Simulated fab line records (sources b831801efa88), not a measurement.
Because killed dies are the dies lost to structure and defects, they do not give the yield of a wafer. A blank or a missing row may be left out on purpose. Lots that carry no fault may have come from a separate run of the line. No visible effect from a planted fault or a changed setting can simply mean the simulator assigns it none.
fab line records / flow sfq-line
[record] lots = 5 wafers = 14 last-day = 83
route steps=325 shown I7@309 M8@311
lots that met no fault: taken from a fault-free run of the same line
start-h: start of the lot's first displayed wafer, in hours after the record's first day / wait-h: hours elapsed since this lot's preceding step / " the same as in the row above / L1.1+2: one row covering several wafers at once / - no value, or no start given / * or withheld: withheld / < > ~ a bound
route shown NAME@n: names a module that has steps shown in the file, with the first one's number in the route / usual: mean/standard deviation of fault-free wafers / same: alike in all rows / chamber/n: place in a boat / sites: readings site by site / _std_site: the values' standard deviation / _edge_site: the outer-site mean with the inner-site mean subtracted / radius-mm: how far each site lies from the wafer's centre / mask NAME#n: copy n / behind: the last tool/chamber to shape the wafer / hold: what put the lot on hold/how long, in hours/how the hold closed / device: the transistor (n, p or np) that didn't switch / end of line: tests run on the same wafers once the route is complete / for a step that has no rows: nothing shown but its recipe / killed: the dies lost at the first sort to structure and to defects; this is not the yield of the wafer / map: a wafer's dies, marking killed ones x, the rest . and places with no die _
set.NAME: the setting that was run; set.NAME@STEP: the one run at that earlier step / model.NAME: the simulator's own value behind a step, which no gauge read
lots seen at some steps along the route; tables by step, rows by wafer
services: from which hour (start-h, from the record's first day; less than 0 if before it) a tool's chamber was out of use, for how many hours, and why
[[steps]]
[step SFQ_TRILAYER_I7_VIA_STRIP_STRIP_191]
[recipe] gas = O2 power-w = 200 platen-temp-c = 40 overash-fraction = 0.65 chemistry = O2 pressure-mtorr = 50
[usual] drypump-motor-current-A = 5.7/0.51 oes-product-au = 0.997/0.0082
lot.wafer=L233.2 tool=rie-metal-03 chamber=0 start-h=1699.34 wait-h=- drypump-motor-current-A=5.9 oes-product-au=1.006 rf-hours-counter-h=86
lot.wafer=L233.3 tool=rie-metal-03 chamber=0 start-h=1699.34 wait-h=- drypump-motor-current-A=5.9 oes-product-au=0.984 rf-hours-counter-h=-
lot.wafer=L233.5 tool=rie-metal-03 chamber=1 start-h=1699.34 wait-h=- drypump-motor-current-A=5.0 oes-product-au=1.001 rf-hours-counter-h=-
lot.wafer=L234.2 tool=rie-metal-01 chamber=0 start-h=1704.14 wait-h=- drypump-motor-current-A=5.3 oes-product-au=1.000 rf-hours-counter-h=118
lot.wafer=L234.4 tool=rie-metal-01 chamber=0 start-h=1704.14 wait-h=- drypump-motor-current-A=5.3 oes-product-au=1.006 rf-hours-counter-h=-
lot.wafer=L234.6 tool=rie-metal-01 chamber=1 start-h=1704.14 wait-h=- drypump-motor-current-A=5.7 oes-product-au=0.996 rf-hours-counter-h=-
lot.wafer=L236.2 tool=rie-metal-03 chamber=0 start-h=1738.32 wait-h=- drypump-motor-current-A=6.0 oes-product-au=0.999 rf-hours-counter-h=90
lot.wafer=L236.3 tool=rie-metal-03 chamber=1 start-h=1738.32 wait-h=- drypump-motor-current-A=5.0 oes-product-au=0.998 rf-hours-counter-h=-
lot.wafer=L236.4 tool=rie-metal-03 chamber=0 start-h=1738.32 wait-h=- drypump-motor-current-A=6.0 oes-product-au=0.989 rf-hours-counter-h=-
lot.wafer=L243.4 tool=rie-metal-01 chamber=0 start-h=1830.95 wait-h=- drypump-motor-current-A=5.3 oes-product-au=0.999 rf-hours-counter-h=-
lot.wafer=L243.5 tool=rie-metal-01 chamber=1 start-h=1830.95 wait-h=- drypump-motor-current-A=5.7 oes-product-au=1.008 rf-hours-counter-h=-
lot.wafer=L243.6 tool=rie-metal-01 chamber=0 start-h=1830.95 wait-h=- drypump-motor-current-A=5.3 oes-product-au=1.004 rf-hours-counter-h=-
lot.wafer=L251.3 tool=rie-metal-02 chamber=1 start-h=1913.06 wait-h=- drypump-motor-current-A=5.9 oes-product-au=0.990 rf-hours-counter-h=-
lot.wafer=L251.5 tool=rie-metal-02 chamber=1 start-h=1913.06 wait-h=- drypump-motor-current-A=6.0 oes-product-au=0.995 rf-hours-counter-h=-
[step SFQ_TRILAYER_I7_VIA_STRIP_SOLV_CLEAN_192]
[recipe] chemistry = NMP temp-c = 70 time-s = 600
[step SFQ_TRILAYER_M8_LITHO_LOR_COAT_197]
[recipe] resist = lift-off spin-rpm = 3000
[step SFQ_TRILAYER_M8_LITHO_LOR_BAKE_198]
[recipe] resist = lift-off temp-c = withheld time-s = withheld
[step SFQ_TRILAYER_M8_LITHO_COAT_193]
[recipe] resist = KrF spin-rpm = 3000 resist-thk-nm = 600
[step SFQ_TRILAYER_M8_LITHO_SOFTBAKE_199]
[recipe] temp-c = withheld time-s = withheld resist = KrF
[step SFQ_TRILAYER_M8_LITHO_EXPOSE_194]
[recipe] mask-id = M8 na = 0.6 source-shape = conventional sigma-outer = 0.65 target-cd-nm = 2000 dose-mj = 14.4
[step SFQ_TRILAYER_M8_LITHO_PEB_196]
[recipe] peb-temp-c = 115 peb-time-s = 60 resist = KrF
[step SFQ_TRILAYER_M8_LITHO_DEVELOP_195]
[recipe] img-clear-s = 15 time-s = 55 resist = KrF
[step SFQ_M8_OVL_MEAS_948]
[usual] M8_OVL = 1/5.2
lot.wafer=L233.2 tool=overlay-02 chamber=- start-h=1713.54 wait-h=0.1 M8_OVL[nm]=3
lot.wafer=L233.3 tool=overlay-02 chamber=- start-h=1713.54 wait-h=0.1 M8_OVL[nm]=5
lot.wafer=L233.5 tool=overlay-02 chamber=- start-h=1713.54 wait-h=0.1 M8_OVL[nm]=8
lot.wafer=L234.2 tool=overlay-02 chamber=- start-h=1714.74 wait-h=0.1 M8_OVL[nm]=4
lot.wafer=L234.4 tool=overlay-02 chamber=- start-h=1714.74 wait-h=0.1 M8_OVL[nm]=2
lot.wafer=L234.6 tool=overlay-02 chamber=- start-h=1714.74 wait-h=0.1 M8_OVL[nm]=2
lot.wafer=L236.2 tool=overlay-02 chamber=- start-h=1745.33 wait-h=0.1 M8_OVL[nm]=-1
lot.wafer=L236.3 tool=overlay-02 chamber=- start-h=1745.33 wait-h=0.1 M8_OVL[nm]=-5
lot.wafer=L236.4 tool=overlay-02 chamber=- start-h=1745.33 wait-h=0.1 M8_OVL[nm]=3
lot.wafer=L243.4 tool=overlay-01 chamber=- start-h=1911.56 wait-h=0.1 M8_OVL[nm]=-2
lot.wafer=L243.5 tool=overlay-01 chamber=- start-h=1911.56 wait-h=0.1 M8_OVL[nm]=-4
lot.wafer=L243.6 tool=overlay-01 chamber=- start-h=1911.56 wait-h=0.1 M8_OVL[nm]=0
lot.wafer=L251.3 tool=overlay-01 chamber=- start-h=1979.69 wait-h=0.1 M8_OVL[nm]=4
lot.wafer=L251.5 tool=overlay-01 chamber=- start-h=1979.69 wait-h=0.1 M8_OVL[nm]=1
[step SFQ_TRILAYER_M8_DEP_EVAP_197]
[recipe] material = Ti angular-spread-deg = 1 target-thk-nm = 20 time-s = 100 power-w = 2000
[step SFQ_TRILAYER_M8_DEP_EVAP_198]
[recipe] material = Pt angular-spread-deg = 1 target-thk-nm = 50 time-s = 250 power-w = 2000
[step SFQ_TRILAYER_M8_DEP_EVAP_196]
[recipe] material = Au angular-spread-deg = 1 target-thk-nm = 180 time-s = 900 power-w = 2000
lot.wafer=L233.2 tool=pvd-sputter-01 chamber=- start-h=1713.80 wait-h=0.1 model.Au_of_TRILAYER_M8_DEP_EVAP_196.thk-nm=181.4
lot.wafer=L233.3 tool=pvd-sputter-01 chamber=- start-h=1713.80 wait-h=0.1 model.Au_of_TRILAYER_M8_DEP_EVAP_196.thk-nm=180.8
lot.wafer=L233.5 tool=pvd-sputter-01 chamber=- start-h=1713.80 wait-h=0.1 model.Au_of_TRILAYER_M8_DEP_EVAP_196.thk-nm=181.6
lot.wafer=L234.2 tool=pvd-sputter-02 chamber=- start-h=1715.00 wait-h=0.1 model.Au_of_TRILAYER_M8_DEP_EVAP_196.thk-nm=180.7
lot.wafer=L234.4 tool=pvd-sputter-02 chamber=- start-h=1715.00 wait-h=0.1 model.Au_of_TRILAYER_M8_DEP_EVAP_196.thk-nm=180.3
lot.wafer=L234.6 tool=pvd-sputter-02 chamber=- start-h=1715.00 wait-h=0.1 model.Au_of_TRILAYER_M8_DEP_EVAP_196.thk-nm=180.4
lot.wafer=L236.2+3 tool=pvd-sputter-02 chamber=- start-h=1745.59 wait-h=0.1 model.Au_of_TRILAYER_M8_DEP_EVAP_196.thk-nm=178
lot.wafer=L236.4 tool=pvd-sputter-02 chamber=- start-h=1745.59 wait-h=0.1 model.Au_of_TRILAYER_M8_DEP_EVAP_196.thk-nm=178.8
lot.wafer=L243.4 tool=pvd-sputter-01 chamber=- start-h=1911.81 wait-h=0.1 model.Au_of_TRILAYER_M8_DEP_EVAP_196.thk-nm=183.4
lot.wafer=L243.5+6 tool=pvd-sputter-01 chamber=- start-h=1911.81 wait-h=0.1 model.Au_of_TRILAYER_M8_DEP_EVAP_196.thk-nm=182.7
lot.wafer=L251.3 tool=pvd-sputter-01 chamber=- start-h=1979.94 wait-h=0.1 model.Au_of_TRILAYER_M8_DEP_EVAP_196.thk-nm=186.4
lot.wafer=L251.5 tool=pvd-sputter-01 chamber=- start-h=1979.94 wait-h=0.1 model.Au_of_TRILAYER_M8_DEP_EVAP_196.thk-nm=184
[step SFQ_M8_RS_MEAS_949]
[recipe] thk-meas-gauge = four-point-probe reads = Au_of_TRILAYER_M8_DEP_EVAP_196+Pt_of_TRILAYER_M8_DEP_EVAP_198+Ti_of_TRILAYER_M8_DEP_EVAP_197
[usual] M8_AU_RS = 0.1531/0.0015
lot.wafer=L233.2 tool=film-metro-01 chamber=- start-h=1714.34 wait-h=0.3 M8_AU_RS[ohm/sq]=0.1526
lot.wafer=L233.3 tool=film-metro-01 chamber=- start-h=1714.34 wait-h=0.3 M8_AU_RS[ohm/sq]=0.1529
lot.wafer=L233.5 tool=film-metro-01 chamber=- start-h=1714.34 wait-h=0.3 M8_AU_RS[ohm/sq]=0.1522
lot.wafer=L234.2 tool=film-metro-03 chamber=- start-h=1715.54 wait-h=0.3 M8_AU_RS[ohm/sq]=0.1529
lot.wafer=L234.4 tool=film-metro-03 chamber=- start-h=1715.54 wait-h=0.3 M8_AU_RS[ohm/sq]=0.1536
lot.wafer=L234.6 tool=film-metro-03 chamber=- start-h=1715.54 wait-h=0.3 M8_AU_RS[ohm/sq]=0.1536
lot.wafer=L236.2 tool=film-metro-03 chamber=- start-h=1746.13 wait-h=0.3 M8_AU_RS[ohm/sq]=0.1553
lot.wafer=L236.3 tool=film-metro-03 chamber=- start-h=1746.13 wait-h=0.3 M8_AU_RS[ohm/sq]=0.1553
lot.wafer=L236.4 tool=film-metro-03 chamber=- start-h=1746.13 wait-h=0.3 M8_AU_RS[ohm/sq]=0.1548
lot.wafer=L243.4 tool=film-metro-04 chamber=- start-h=1912.39 wait-h=0.3 M8_AU_RS[ohm/sq]=0.1505
lot.wafer=L243.5 tool=film-metro-04 chamber=- start-h=1912.39 wait-h=0.3 M8_AU_RS[ohm/sq]=0.1512
lot.wafer=L243.6 tool=film-metro-04 chamber=- start-h=1912.39 wait-h=0.3 M8_AU_RS[ohm/sq]=0.1510
lot.wafer=L251.3 tool=film-metro-01 chamber=- start-h=1980.50 wait-h=0.3 M8_AU_RS[ohm/sq]=0.1484
lot.wafer=L251.5 tool=film-metro-01 chamber=- start-h=1980.50 wait-h=0.3 M8_AU_RS[ohm/sq]=0.1502
[step SFQ_M8_THK_MEAS_950]
[recipe] thk-meas-gauge = xrf reads = Au_of_TRILAYER_M8_DEP_EVAP_196
[usual] M8_AU_THK = 178.1/1.9
lot.wafer=L233.2 tool=film-metro-01 chamber=- start-h=1714.45 wait-h=0.1 M8_AU_THK[nm]=179.0
lot.wafer=L233.3 tool=film-metro-01 chamber=- start-h=1714.45 wait-h=0.1 M8_AU_THK[nm]=178.0
lot.wafer=L233.5 tool=film-metro-01 chamber=- start-h=1714.45 wait-h=0.1 M8_AU_THK[nm]=179.6
lot.wafer=L234.2 tool=film-metro-03 chamber=- start-h=1715.65 wait-h=0.1 M8_AU_THK[nm]=176.9
lot.wafer=L234.4 tool=film-metro-03 chamber=- start-h=1715.65 wait-h=0.1 M8_AU_THK[nm]=176.9
lot.wafer=L234.6 tool=film-metro-03 chamber=- start-h=1715.65 wait-h=0.1 M8_AU_THK[nm]=177.2
lot.wafer=L236.2 tool=film-metro-03 chamber=- start-h=1746.24 wait-h=0.1 M8_AU_THK[nm]=176.2
lot.wafer=L236.3 tool=film-metro-03 chamber=- start-h=1746.24 wait-h=0.1 M8_AU_THK[nm]=175.9
lot.wafer=L236.4 tool=film-metro-03 chamber=- start-h=1746.24 wait-h=0.1 M8_AU_THK[nm]=177.0
lot.wafer=L243.4 tool=film-metro-04 chamber=- start-h=1912.48 wait-h=0.1 M8_AU_THK[nm]=181.2
lot.wafer=L243.5 tool=film-metro-04 chamber=- start-h=1912.48 wait-h=0.1 M8_AU_THK[nm]=180.7
lot.wafer=L243.6 tool=film-metro-04 chamber=- start-h=1912.48 wait-h=0.1 M8_AU_THK[nm]=180.8
lot.wafer=L251.3 tool=film-metro-01 chamber=- start-h=1980.60 wait-h=0.1 M8_AU_THK[nm]=184.5
lot.wafer=L251.5 tool=film-metro-01 chamber=- start-h=1980.60 wait-h=0.1 M8_AU_THK[nm]=182.5
[step SFQ_TRILAYER_M8_LIFTOFF_LIFTOFF_197]
[recipe] temp-c = 80 time-s = 600 chemistry = NMP
[step SFQ_M8_BOW_MEAS_951]
[recipe] mode = bow
[usual] M8_BOW = 6/11
lot.wafer=L233.2 tool=film-metro-03 chamber=- start-h=1714.69 wait-h=0.0 M8_BOW[um]=11 model.etest.m8.ohm-sq=0.1524
lot.wafer=L233.3 tool=film-metro-03 chamber=- start-h=1714.69 wait-h=0.0 M8_BOW[um]=-3 model.etest.m8.ohm-sq=0.1529
lot.wafer=L233.5 tool=film-metro-03 chamber=- start-h=1714.69 wait-h=0.0 M8_BOW[um]=-7 model.etest.m8.ohm-sq=0.1523
lot.wafer=L234.2 tool=film-metro-04 chamber=- start-h=1715.89 wait-h=0.0 M8_BOW[um]=-4 model.etest.m8.ohm-sq=0.153
lot.wafer=L234.4 tool=film-metro-04 chamber=- start-h=1715.89 wait-h=0.0 M8_BOW[um]=-7 model.etest.m8.ohm-sq=0.1534
lot.wafer=L234.6 tool=film-metro-04 chamber=- start-h=1715.89 wait-h=0.0 M8_BOW[um]=12 model.etest.m8.ohm-sq=0.1532
lot.wafer=L236.2 tool=film-metro-04 chamber=- start-h=1746.48 wait-h=0.0 M8_BOW[um]=8 model.etest.m8.ohm-sq=0.1553
lot.wafer=L236.3 tool=film-metro-04 chamber=- start-h=1746.48 wait-h=0.0 M8_BOW[um]=0 model.etest.m8.ohm-sq=0.1553
lot.wafer=L236.4 tool=film-metro-04 chamber=- start-h=1746.48 wait-h=0.0 M8_BOW[um]=-5 model.etest.m8.ohm-sq=0.1546
lot.wafer=L243.4 tool=film-metro-03 chamber=- start-h=1912.74 wait-h=0.1 M8_BOW[um]=10 model.etest.m8.ohm-sq=0.1508
lot.wafer=L243.5 tool=film-metro-03 chamber=- start-h=1912.74 wait-h=0.1 M8_BOW[um]=7 model.etest.m8.ohm-sq=0.1513
lot.wafer=L243.6 tool=film-metro-03 chamber=- start-h=1912.74 wait-h=0.1 M8_BOW[um]=9 model.etest.m8.ohm-sq=0.1513
lot.wafer=L251.3 tool=film-metro-04 chamber=- start-h=1980.86 wait-h=0.0 M8_BOW[um]=8 model.etest.m8.ohm-sq=0.1483
lot.wafer=L251.5 tool=film-metro-04 chamber=- start-h=1980.86 wait-h=0.0 M8_BOW[um]=0 model.etest.m8.ohm-sq=0.1502
[[services]]
tool=rie-metal-02 chamber=1 start-h=1685.65 hours=4.7 kind=repair
tool=pvd-sputter-02 chamber=- start-h=1732.52 hours=1.3 kind=repair
tool=pvd-sputter-01 chamber=- start-h=1789.17 hours=4.1 kind=repair
tool=rie-metal-01 chamber=- start-h=1852.67 hours=0.5 kind=repair
tool=rie-metal-01 chamber=0 start-h=1872.10 hours=- kind=clean
tool=rie-metal-01 chamber=0 start-h=1872.10 hours=- kind=consumable-replace:focus-ring
tool=rie-metal-01 chamber=0 start-h=1872.10 hours=27.4 kind=scheduled-down
tool=rie-metal-01 chamber=0 start-h=1872.10 hours=27.4 kind=vent-cycle
tool=pvd-sputter-01 chamber=0 start-h=1875.80 hours=- kind=consumable-replace:kit
tool=pvd-sputter-01 chamber=0 start-h=1875.80 hours=18.0 kind=scheduled-down
tool=pvd-sputter-01 chamber=0 start-h=1875.80 hours=18.0 kind=vent-cycle
tool=rie-metal-03 chamber=1 start-h=1919.23 hours=2.3 kind=repair
tool=rie-metal-01 chamber=0 start-h=1921.13 hours=5.1 kind=repair
tool=pvd-sputter-02 chamber=1 start-h=1959.50 hours=- kind=consumable-replace:kit
tool=pvd-sputter-02 chamber=1 start-h=1959.50 hours=18.0 kind=scheduled-down
tool=pvd-sputter-02 chamber=1 start-h=1959.50 hours=18.0 kind=vent-cycle
[[key]]
[first-sign] step = SFQ_M8_RS_MEAS_949 reading = M8_AU_RS direction = down sigmas = 2.6 usual = 0.1531 struck = 0.1493
[effect] step = SFQ_M8_THK_MEAS_950 reading = M8_AU_THK direction = up sigmas = 2.8 usual = 178.1 struck = 183.5
[model-effect] step = SFQ_TRILAYER_M8_DEP_EVAP_196 value = Au_of_TRILAYER_M8_DEP_EVAP_196.thk-nm without = 181 struck = 185.2
[model-effect] step = SFQ_M8_BOW_MEAS_951 value = etest.m8.ohm-sq without = 0.1527 struck = 0.1492
met-at SFQ_TRILAYER_M8_DEP_EVAP_196
struck-wafers L251.3,L251.5
onset-between 1911.81 1979.94
also-fits time
[fault] kind = process-parameter-drift tool = pvd-sputter-01 chamber = - onset-h = 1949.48 steps = SFQ_TRILAYER_M8_DEP_EVAP_196 channel = time-s offset = * shape = step end-h = 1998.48 scope = struck-wafers-only acts-in = * stated = *
